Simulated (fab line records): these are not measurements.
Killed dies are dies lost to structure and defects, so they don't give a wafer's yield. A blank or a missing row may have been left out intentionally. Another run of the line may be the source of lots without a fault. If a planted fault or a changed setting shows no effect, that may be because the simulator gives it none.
The tool behind it: which one? / flow sky130 / at 1 step of a route of 708, 9 lots with 27 wafers sampled

WHAT THE GAUGES SHOWED, per wafer
SKY_NWELL_OVL_MEAS_10.
lot=L299; measured=day 4 16:10; on=overlay-02; NWELL_00_OVL (nm)=-0.9 0.4 1.4
lot=L300; measured=day 4 20:19; on=overlay-01; NWELL_00_OVL (nm)=-3.4 0.0 -1.5
lot=L301; measured=day 5 01:51; on=overlay-02; NWELL_00_OVL (nm)=-0.3 0.3 0.4
lot=L302; measured=day 5 08:00; on=overlay-02; NWELL_00_OVL (nm)=-2.4 -0.7 -1.3
lot=L303; measured=day 5 14:20; on=overlay-01; NWELL_00_OVL (nm)=-0.8 -0.3 -0.5
lot=L306; measured=day 6 07:18; on=overlay-02; NWELL_00_OVL (nm)=-0.6 -0.1 -0.7
lot=L307; measured=day 6 14:15; on=overlay-02; NWELL_00_OVL (nm)=1.0 2.9 1.0
lot=L308; measured=day 6 17:37; on=overlay-02; NWELL_00_OVL (nm)=-1.1 -1.6 -1.4
lot=L309; measured=day 6 23:52; on=overlay-02; NWELL_00_OVL (nm)=0.3 -1.7 1.3

WHICH TOOL RAN EACH LOT (tool, then ch and the chambers of the sampled wafers, then the start)
The record shows no process step preceding these readings.

THE ANSWER, worked out from the rows above alone
Rule: the usual values come from the lots themselves. Put in order of their means at a reading, lots are off if they are a third of the lots or fewer, leave a main group of 4 or more, and stand apart from it by a gap of 3 or more times the standard deviation of the main group's means; of several such gaps the widest counts. Not used: any main group whose means are identical at the precision the tables above print for the reading. A lot without any number at a reading at which 4 lots or more have one is off too. Any other lot the step has rows for is counted as sound.
No lot is off on any of the readings shown, so nothing can be concluded from this.

WHAT THE SIMULATOR PUT IN
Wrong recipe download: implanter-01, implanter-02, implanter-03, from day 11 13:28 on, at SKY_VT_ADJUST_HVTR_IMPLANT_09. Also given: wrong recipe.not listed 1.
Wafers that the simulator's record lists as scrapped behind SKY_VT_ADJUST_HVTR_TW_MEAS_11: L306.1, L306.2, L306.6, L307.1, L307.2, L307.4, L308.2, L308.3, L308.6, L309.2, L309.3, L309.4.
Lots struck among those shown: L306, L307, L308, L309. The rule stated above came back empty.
